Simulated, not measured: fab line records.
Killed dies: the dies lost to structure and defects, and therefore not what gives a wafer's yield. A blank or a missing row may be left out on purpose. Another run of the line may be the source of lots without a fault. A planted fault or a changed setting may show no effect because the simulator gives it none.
Commonality check across tools / flow sky130 / Sample size 14 lots and 42 wafers

== WHY THIS WAS OPENED ==
At SKY_PWDE_TW_MEAS_10 the reading PWDE_TW is flagged on 2 of 14 lots. Fault-free wafers read 374.4, with a standard deviation of 2.6.
Rule: a lot gets a flag if all its wafers with a number sit over 4 standard deviations from that mean, or if no wafer of it has a number. The rest of the lots are taken to be sound.

lot=L181; measured=day 3 21:29; on=film-metro-02; PWDE_TW, wafer by wafer=378.2 376.5 376.7; flag=
lot=L183; measured=day 4 08:07; on=film-metro-02; PWDE_TW, wafer by wafer=378.2 375.5 375.7; flag=
lot=L185; measured=day 4 21:13; on=film-metro-02; PWDE_TW, wafer by wafer=375.9 377.2 377.4; flag=
lot=L186; measured=day 5 00:35; on=film-metro-04; PWDE_TW, wafer by wafer=376.1 378.6 376.3; flag=
lot=L187; measured=day 5 04:16; on=film-metro-04; PWDE_TW, wafer by wafer=374.6 375.3 375.8; flag=
lot=L188; measured=day 5 10:54; on=film-metro-02; PWDE_TW, wafer by wafer=378.6 375.8 377.0; flag=
lot=L190; measured=day 5 20:28; on=film-metro-02; PWDE_TW, wafer by wafer=375.2 375.1 376.9; flag=
lot=L191; measured=day 6 03:03; on=film-metro-03; PWDE_TW, wafer by wafer=374.5 375.8 375.5; flag=
lot=L192; measured=day 6 09:14; on=film-metro-04; PWDE_TW, wafer by wafer=1137.6 1126.9 1134.2; flag=FLAGGED
lot=L193; measured=day 6 17:23; on=film-metro-03; PWDE_TW, wafer by wafer=1123.2 1126.6 1125.2; flag=FLAGGED
lot=L194; measured=day 6 22:53; on=film-metro-04; PWDE_TW, wafer by wafer=373.4 374.7 371.4; flag=
lot=L202; measured=day 8 20:08; on=film-metro-04; PWDE_TW, wafer by wafer=371.3 371.2 372.2; flag=
lot=L203; measured=day 8 22:55; on=film-metro-04; PWDE_TW, wafer by wafer=371.6 370.0 372.6; flag=
lot=L204; measured=day 9 03:50; on=film-metro-03; PWDE_TW, wafer by wafer=375.4 375.2 371.7; flag=
The numbers of the flagged lots are 1129.0 on average: +754.6 against the usual, or +99 or more standard deviations.

== LOT BY LOT: THE TOOL USED ==
The record holds 1 process step before the reading, out of a route of 708 steps. Each cell gives the tool, then ch followed by the chambers the sampled wafers passed through, then the start.
lot=L181; flag=; SKY_DNWELL_COAT_02=litho-track-02 ch 0, day 2 20:31
lot=L183; flag=; SKY_DNWELL_COAT_02=litho-track-03 ch 0, day 3 07:41
lot=L185; flag=; SKY_DNWELL_COAT_02=litho-track-03 ch 0, day 3 18:35
lot=L186; flag=; SKY_DNWELL_COAT_02=litho-track-02 ch 0, day 3 22:49
lot=L187; flag=; SKY_DNWELL_COAT_02=litho-track-02 ch 0, day 4 02:45
lot=L188; flag=; SKY_DNWELL_COAT_02=litho-track-01 ch 0, day 4 09:10
lot=L190; flag=; SKY_DNWELL_COAT_02=litho-track-03 ch 0, day 4 18:23
lot=L191; flag=; SKY_DNWELL_COAT_02=litho-track-03 ch 0, day 4 23:55
lot=L192; flag=FLAGGED; SKY_DNWELL_COAT_02=litho-track-01, day 5 05:22
lot=L193; flag=FLAGGED; SKY_DNWELL_COAT_02=litho-track-02, day 5 13:21
lot=L194; flag=; SKY_DNWELL_COAT_02=litho-track-01 ch 0, day 5 18:07
lot=L202; flag=; SKY_DNWELL_COAT_02=litho-track-02 ch 0, day 7 13:39
lot=L203; flag=; SKY_DNWELL_COAT_02=litho-track-02 ch 0, day 7 16:31
lot=L204; flag=; SKY_DNWELL_COAT_02=litho-track-03 ch 0, day 7 21:52
What these steps do:
- SKY_DNWELL_COAT_02: resist thk 3000 nm.
- SKY_PWDE_TW_MEAS_10

== FLAGGED OVER TOTAL, TOOL BY TOOL (the gauges that took the reading come last) ==
step=SKY_DNWELL_COAT_02; tool=litho-track-01; lots run=3; flagged=1; share of the flagged lots=some; sound lots run after its first flagged lot=1 (L194)
step=SKY_DNWELL_COAT_02; tool=litho-track-02; lots run=6; flagged=1; share of the flagged lots=some; sound lots run after its first flagged lot=2 (L202,L203)
step=SKY_DNWELL_COAT_02; tool=litho-track-03; lots run=5; flagged=0; share of the flagged lots=none; sound lots run after its first flagged lot=-
step=SKY_PWDE_TW_MEAS_10; tool=film-metro-02; lots run=5; flagged=0; share of the flagged lots=none; sound lots run after its first flagged lot=-
step=SKY_PWDE_TW_MEAS_10; tool=film-metro-03; lots run=3; flagged=1; share of the flagged lots=some; sound lots run after its first flagged lot=1 (L204)
step=SKY_PWDE_TW_MEAS_10; tool=film-metro-04; lots run=6; flagged=1; share of the flagged lots=some; sound lots run after its first flagged lot=3 (L194,L202,L203)

== THE TABLE: WHAT IT ALLOWS ==
No row of the table ran every flagged lot.

== WHAT HAD BEEN PUT IN BY THE SIMULATOR ==
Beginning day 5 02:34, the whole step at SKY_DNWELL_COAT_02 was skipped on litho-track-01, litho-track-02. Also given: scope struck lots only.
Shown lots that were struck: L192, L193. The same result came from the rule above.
